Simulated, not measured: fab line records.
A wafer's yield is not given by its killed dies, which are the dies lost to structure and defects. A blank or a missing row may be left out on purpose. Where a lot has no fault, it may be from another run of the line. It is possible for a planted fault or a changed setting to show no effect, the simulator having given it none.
Which of the tools did it? || flow sky130 || 42 wafers from 14 lots sampled at 3 of the route's 708 steps

== WHAT THE GAUGES READ, wafer by wafer ==
SKY_VIA2_THK_MEAS_23: measures by xrf. Usual: for VIA2_W_THK the level is 430 nm and the standard deviation is 7.1.
{"lot": "L478", "measured": "day 36 22:14", "on": "film_metro-02", "VIA2_W_THK (nm)": "437 434 442", "flag": ""}
{"lot": "L481", "measured": "day 37 03:05", "on": "film_metro-03", "VIA2_W_THK (nm)": "426 427 425", "flag": ""}
{"lot": "L482", "measured": "day 37 14:43", "on": "film_metro-03", "VIA2_W_THK (nm)": "422 423 422", "flag": ""}
{"lot": "L483", "measured": "day 37 21:44", "on": "film_metro-04", "VIA2_W_THK (nm)": "434 438 428", "flag": ""}
{"lot": "L484", "measured": "day 38 04:23", "on": "film_metro-02", "VIA2_W_THK (nm)": "436 422 431", "flag": ""}
{"lot": "L485", "measured": "day 38 13:06", "on": "film_metro-04", "VIA2_W_THK (nm)": "434 442 435", "flag": ""}
{"lot": "L486", "measured": "day 38 22:19", "on": "film_metro-04", "VIA2_W_THK (nm)": "436 440 435", "flag": ""}
{"lot": "L487", "measured": "day 39 04:30", "on": "film_metro-02", "VIA2_W_THK (nm)": "431 430 431", "flag": ""}
{"lot": "L490", "measured": "day 39 22:58", "on": "film_metro-04", "VIA2_W_THK (nm)": "441 446 446", "flag": ""}
{"lot": "L491", "measured": "day 40 11:16", "on": "film_metro-04", "VIA2_W_THK (nm)": "438 436 445", "flag": ""}
{"lot": "L497", "measured": "day 42 06:25", "on": "film_metro-04", "VIA2_W_THK (nm)": "443 435 430", "flag": ""}
{"lot": "L498", "measured": "day 42 13:37", "on": "film_metro-03", "VIA2_W_THK (nm)": "417 428 416", "flag": ""}
{"lot": "L500", "measured": "day 43 05:26", "on": "film_metro-04", "VIA2_W_THK (nm)": "437 436 434", "flag": ""}
{"lot": "L501", "measured": "day 43 20:04", "on": "film_metro-04", "VIA2_W_THK (nm)": "435 437 432", "flag": ""}

== WHAT TOOL EACH LOT RAN ON (gives the tool, then ch and the chambers of the sampled wafers, and finally the start) ==
{"lot": "L478", "SKY_VT_ADJUST_PCH_EXPOSE_04": "iline_stepper-01 ch 0, day 10 05:17", "SKY_METAL2_SPUTTER_01": "pvd_sputter-02, day 34 16:02"}
{"lot": "L481", "SKY_VT_ADJUST_PCH_EXPOSE_04": "iline_stepper-01 ch 0, day 10 20:26", "SKY_METAL2_SPUTTER_01": "pvd_sputter-03, day 34 21:04"}
{"lot": "L482", "SKY_VT_ADJUST_PCH_EXPOSE_04": "iline_stepper-02 ch 0, day 11 06:54", "SKY_METAL2_SPUTTER_01": "pvd_sputter-04, day 35 08:13"}
{"lot": "L483", "SKY_VT_ADJUST_PCH_EXPOSE_04": "iline_stepper-01 ch 0, day 11 10:27", "SKY_METAL2_SPUTTER_01": "pvd_sputter-04, day 35 15:05"}
{"lot": "L484", "SKY_VT_ADJUST_PCH_EXPOSE_04": "iline_stepper-02 ch 0, day 11 18:35", "SKY_METAL2_SPUTTER_01": "pvd_sputter-02, day 35 21:29"}
{"lot": "L485", "SKY_VT_ADJUST_PCH_EXPOSE_04": "iline_stepper-01 ch 0, day 12 01:56", "SKY_METAL2_SPUTTER_01": "pvd_sputter-02, day 36 07:11"}
{"lot": "L486", "SKY_VT_ADJUST_PCH_EXPOSE_04": "iline_stepper-01 ch 0, day 12 10:38", "SKY_METAL2_SPUTTER_01": "pvd_sputter-02, day 36 17:10"}
{"lot": "L487", "SKY_VT_ADJUST_PCH_EXPOSE_04": "iline_stepper-01 ch 0, day 12 19:43", "SKY_METAL2_SPUTTER_01": "pvd_sputter-02, day 36 22:29"}
{"lot": "L490", "SKY_VT_ADJUST_PCH_EXPOSE_04": "iline_stepper-01, day 13 14:24", "SKY_METAL2_SPUTTER_01": "pvd_sputter-03, day 37 18:02"}
{"lot": "L491", "SKY_VT_ADJUST_PCH_EXPOSE_04": "iline_stepper-01, day 14 00:35", "SKY_METAL2_SPUTTER_01": "pvd_sputter-02, day 38 08:32"}
{"lot": "L497", "SKY_VT_ADJUST_PCH_EXPOSE_04": "iline_stepper-02 ch 0, day 16 03:26", "SKY_METAL2_SPUTTER_01": "pvd_sputter-02, day 40 04:40"}
{"lot": "L498", "SKY_VT_ADJUST_PCH_EXPOSE_04": "iline_stepper-02 ch 0, day 16 10:39", "SKY_METAL2_SPUTTER_01": "pvd_sputter-03, day 40 11:46"}
{"lot": "L500", "SKY_VT_ADJUST_PCH_EXPOSE_04": "iline_stepper-01 ch 0, day 16 20:14", "SKY_METAL2_SPUTTER_01": "pvd_sputter-04, day 41 03:19"}
{"lot": "L501", "SKY_VT_ADJUST_PCH_EXPOSE_04": "iline_stepper-01 ch 0, day 18 10:15", "SKY_METAL2_SPUTTER_01": "pvd_sputter-03, day 41 18:25"}
- SKY_VT_ADJUST_PCH_EXPOSE_04: exposes mask NWM, target cd 840 nm.
- SKY_METAL2_SPUTTER_01: material TiN, target thk 20 nm, time 16.7 s.

== AS READ BY THE TOOLS THEMSELVES (means over the sampled wafers that have a number; for cases with no such wafer, the mark the record gives instead) ==
SKY_VT_ADJUST_PCH_EXPOSE_04. Usual: exposure_dose_mJ_cm2 255.00, standard deviation 0.23; focus_offset_nm 0.0 nm, standard deviation 0.45.
{"lot": "L478", "tool": "iline_stepper-01", "exposure_dose_mJ_cm2": 254.96, "focus_offset_nm (nm)": -0.2, "flag": ""}
{"lot": "L481", "tool": "iline_stepper-01", "exposure_dose_mJ_cm2": 254.85, "focus_offset_nm (nm)": 0.1, "flag": ""}
{"lot": "L482", "tool": "iline_stepper-02", "exposure_dose_mJ_cm2": 255.16, "focus_offset_nm (nm)": -0.1, "flag": ""}
{"lot": "L483", "tool": "iline_stepper-01", "exposure_dose_mJ_cm2": 255.05, "focus_offset_nm (nm)": -0.3, "flag": ""}
{"lot": "L484", "tool": "iline_stepper-02", "exposure_dose_mJ_cm2": 254.83, "focus_offset_nm (nm)": -0.2, "flag": ""}
{"lot": "L485", "tool": "iline_stepper-01", "exposure_dose_mJ_cm2": 254.67, "focus_offset_nm (nm)": -0.1, "flag": ""}
{"lot": "L486", "tool": "iline_stepper-01", "exposure_dose_mJ_cm2": 254.85, "focus_offset_nm (nm)": 0.4, "flag": ""}
{"lot": "L487", "tool": "iline_stepper-01", "exposure_dose_mJ_cm2": 255.17, "focus_offset_nm (nm)": -0.3, "flag": ""}
{"lot": "L490", "tool": "iline_stepper-01", "exposure_dose_mJ_cm2": "-", "focus_offset_nm (nm)": "-", "flag": "OFF"}
{"lot": "L491", "tool": "iline_stepper-01", "exposure_dose_mJ_cm2": "-", "focus_offset_nm (nm)": "-", "flag": "OFF"}
{"lot": "L497", "tool": "iline_stepper-02", "exposure_dose_mJ_cm2": 254.70, "focus_offset_nm (nm)": -0.4, "flag": ""}
{"lot": "L498", "tool": "iline_stepper-02", "exposure_dose_mJ_cm2": 254.88, "focus_offset_nm (nm)": -0.3, "flag": ""}
{"lot": "L500", "tool": "iline_stepper-01", "exposure_dose_mJ_cm2": 254.83, "focus_offset_nm (nm)": -0.6, "flag": ""}
{"lot": "L501", "tool": "iline_stepper-01", "exposure_dose_mJ_cm2": 255.16, "focus_offset_nm (nm)": 0.6, "flag": ""}

SKY_METAL2_SPUTTER_01. Usual: throttle_valve_pct 29.5 %, standard deviation 0.99.
{"lot": "L478", "tool": "pvd_sputter-02", "throttle_valve_pct (%)": 29.1, "flag": ""}
{"lot": "L481", "tool": "pvd_sputter-03", "throttle_valve_pct (%)": 29.6, "flag": ""}
{"lot": "L482", "tool": "pvd_sputter-04", "throttle_valve_pct (%)": 29.7, "flag": ""}
{"lot": "L483", "tool": "pvd_sputter-04", "throttle_valve_pct (%)": 29.6, "flag": ""}
{"lot": "L484", "tool": "pvd_sputter-02", "throttle_valve_pct (%)": 29.2, "flag": ""}
{"lot": "L485", "tool": "pvd_sputter-02", "throttle_valve_pct (%)": 29.3, "flag": ""}
{"lot": "L486", "tool": "pvd_sputter-02", "throttle_valve_pct (%)": 29.1, "flag": ""}
{"lot": "L487", "tool": "pvd_sputter-02", "throttle_valve_pct (%)": 29.4, "flag": ""}
{"lot": "L490", "tool": "pvd_sputter-03", "throttle_valve_pct (%)": 28.8, "flag": ""}
{"lot": "L491", "tool": "pvd_sputter-02", "throttle_valve_pct (%)": 28.8, "flag": ""}
{"lot": "L497", "tool": "pvd_sputter-02", "throttle_valve_pct (%)": 28.9, "flag": ""}
{"lot": "L498", "tool": "pvd_sputter-03", "throttle_valve_pct (%)": 29.3, "flag": ""}
{"lot": "L500", "tool": "pvd_sputter-04", "throttle_valve_pct (%)": 29.1, "flag": ""}
{"lot": "L501", "tool": "pvd_sputter-03", "throttle_valve_pct (%)": 29.6, "flag": ""}

== THE ANSWER, worked out from the rows above alone ==
Rule: lot off if the mean of its wafers having a number is beyond 3 standard deviations from the usual mean. Also off: a lot with no number at a reading for which 4 or more lots have one. All remaining lots with rows at the step are treated as sound. Order of review: gauges by route order, followed by the tools' own readings, for which a lot's mean as printed above is used. The first step at which some lot is off is used, and at that step the reading that is off furthest; a lot without a number counts as furthest.
Off, at SKY_VT_ADJUST_PCH_EXPOSE_04 on exposure_dose_mJ_cm2: L490, L491. Without a number there: L490, L491.
A tool fits if, at that step or a process step before it, it ran every lot that is off, and no sound lot after the first of them. None of those tried fits.

== WHAT THE SIMULATOR HAD INSERTED ==
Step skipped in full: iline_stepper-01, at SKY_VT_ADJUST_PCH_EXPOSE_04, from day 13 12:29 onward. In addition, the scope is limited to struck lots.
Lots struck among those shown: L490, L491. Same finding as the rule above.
